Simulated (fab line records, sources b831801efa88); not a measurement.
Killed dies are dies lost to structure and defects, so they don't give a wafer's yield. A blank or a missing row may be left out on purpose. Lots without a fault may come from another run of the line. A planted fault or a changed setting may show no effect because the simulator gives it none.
A struck lot beside a sound one | flow sky130 | 31 steps out of a route of 708
Sound: wafers L362.2, L362.4, L362.6. Struck: wafers L364.1, L364.5, L364.6. The cause comes at the end.
At each step with rows: each side's tool, then ch and its chambers, then its first start. Under that, the readings that differ: sound wafers | struck wafers | difference of the means | sigmas: that difference in standard deviations of wafers without a fault.
alike: readings whose means differ by less than 2 such deviations, and words and numbers that are the same on both sides. not compared: withheld readings, readings that some wafer has no value for, bounds like >300 that may hide the same value, and numbers for which the record gives no deviation and whose values overlap.
The two part at a step that has a row with sigmas, a row that says differs or no value, or rows on one side only. Numbers that don't overlap but have no deviation are shown without sigmas and don't part them. A reading that every wafer of one side lacks parts them only if that side has two wafers or more.

first, 1 step without rows for these wafers: SKY_NWELL_IMPLANT_13.
SKY_NWELL_STRIP_14: strips in O2/N2.
  sound on plasma_asher-03 ch 0,1, day 4 18:01; struck on plasma_asher-02 ch 0,1, day 5 05:43
  alike: chamber_pressure_mTorr, drypump_motor_current_A, oes_product_au, strip_time_to_endpoint_s
  not compared: rf_hours_counter_h
SKY_NWELL_TW_MEAS_15:
  sound on film_metro-04, day 4 18:07; struck on film_metro-03, day 5 05:49
  alike: NWELL_TW
then, 7 steps without rows for these wafers: SKY_NWELL_DEHYDRATE_16 (time 60 s); SKY_NWELL_HMDS_17 (prime time 62.83 s); SKY_NWELL_COAT_18 (resist thk 3000 nm); SKY_NWELL_SOFTBAKE_19; SKY_NWELL_EXPOSE_20 (exposes mask NWM COMPLEMENT, target cd 840 nm); SKY_NWELL_PEB_21; SKY_NWELL_DEVELOP_22 (develop time 60 s).
SKY_NWELL_OVL_MEAS_23:
  sound on overlay-01, day 5 12:05; struck on overlay-02, day 6 00:01
  alike: NWELL_01_OVL
then, 1 step without rows for these wafers: SKY_NWELL_IMPLANT_24.
SKY_NWELL_STRIP_25: strips in O2/N2.
  sound on plasma_asher-02 ch 0,1, day 5 12:16; struck on plasma_asher-02 ch 0,1, day 6 00:13
  no value came back on the struck wafers for chamber_pressure_mTorr (mTorr), drypump_motor_current_A (A), oes_product_au (a.u.), strip_time_to_endpoint_s (s); on the sound wafers chamber_pressure_mTorr (mTorr) reads 1501.9 1499.1 1499.3
  reading                                 | sound | struck         | difference | sigmas
  model.coat_of_NWELL_COAT_18.thk_nm (nm) | 0 0 0 | 3005 3002 3002 | +3003      |
  not compared: rf_hours_counter_h
SKY_NWELL_TW_MEAS_26:
  sound on film_metro-04, day 5 12:22; struck on film_metro-02, day 6 00:19
  alike: NWELL_2_TW
then, 1 step without rows for these wafers: SKY_NWELL_CLEAN_27 (cleans in SC1/SC2, time 150 s).
SKY_NWELL_RTA_28: time 30 s.
  sound on rtp_anneal-01 ch 0, day 5 12:29; struck on rtp_anneal-01 ch 0, day 6 00:25
  alike: lamp_power_pct, wafer_temp_C_max
SKY_NWELL_RS_MEAS_29: measures by four-point-probe.
  sound on film_metro-02, day 5 12:35; struck on film_metro-04, day 6 00:31
  reading           | sound             | struck            | difference | sigmas
  NWELL_RS (ohm/sq) | 620.9 621.2 621.2 | 626.7 627.3 626.1 | +5.6       | +3
SKY_NWELL_RS_MEAS_31: measures by four-point-probe.
  sound on film_metro-02, day 5 12:50; struck on film_metro-04, day 6 00:46
  alike: PWDE_RS
then, 7 steps without rows for these wafers: SKY_VT_ADJUST_HVTP_DEHYDRATE_00 (time 60 s); SKY_VT_ADJUST_HVTP_HMDS_01 (prime time 60 s); SKY_VT_ADJUST_HVTP_COAT_02 (resist thk 1140 nm); SKY_VT_ADJUST_HVTP_SOFTBAKE_03 (time 60 s); SKY_VT_ADJUST_HVTP_EXPOSE_04 (exposes mask HVTPM, target cd 380 nm); SKY_VT_ADJUST_HVTP_PEB_05; SKY_VT_ADJUST_HVTP_DEVELOP_06 (develop time 60 s).
SKY_VT_ADJUST_HVTP_CD_MEAS_07: target cd 380 nm.
  sound on cd_sem-02, day 6 07:17; struck on cd_sem-02, day 6 19:37
  alike: cd_nm
SKY_VT_ADJUST_HVTP_OVL_MEAS_08:
  sound on overlay-02, day 6 07:23; struck on overlay-01, day 6 19:44
  alike: VT_ADJUST_HVTP_OVL
then, 1 step without rows for these wafers: SKY_VT_ADJUST_HVTP_IMPLANT_09.
SKY_VT_ADJUST_HVTP_STRIP_10: strips in O2/N2.
  sound on plasma_asher-04 ch 0,1, day 6 07:34; struck on plasma_asher-03 ch 0,1, day 6 19:56
  reading                      | sound             | struck            | difference | sigmas
  drypump_motor_current_A (A)  | 5.73 5.84 5.72    | 6.20 6.27 6.17    | +0.45      | +2
  strip_time_to_endpoint_s (s) | 14.21 14.19 14.18 | 58.82 58.80 58.82 | +44.62     | +99 or more
  alike: chamber_pressure_mTorr, oes_product_au
  not compared: rf_hours_counter_h
SKY_VT_ADJUST_HVTP_TW_MEAS_11:
  sound on film_metro-01, day 6 07:41; struck on film_metro-03, day 6 20:16
  reading           | sound          | struck   | difference | sigmas
  VT_ADJUST_HVTP_TW | 1337 1342 1341 | 30 30 30 | -1310      | -82
  not compared: hold
SKY_PAD_OPEN_PROBE_99:
  the record has rows for the sound wafers here (prober-02, day 46 00:20) and none for the struck ones

WHERE THEY PART
First at SKY_NWELL_STRIP_25; last, within this record, at SKY_PAD_OPEN_PROBE_99.

WHY: what the simulator had put in
Skipped step whole: plasma_asher-02, from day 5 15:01 on, at SKY_NWELL_STRIP_25. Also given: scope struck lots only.
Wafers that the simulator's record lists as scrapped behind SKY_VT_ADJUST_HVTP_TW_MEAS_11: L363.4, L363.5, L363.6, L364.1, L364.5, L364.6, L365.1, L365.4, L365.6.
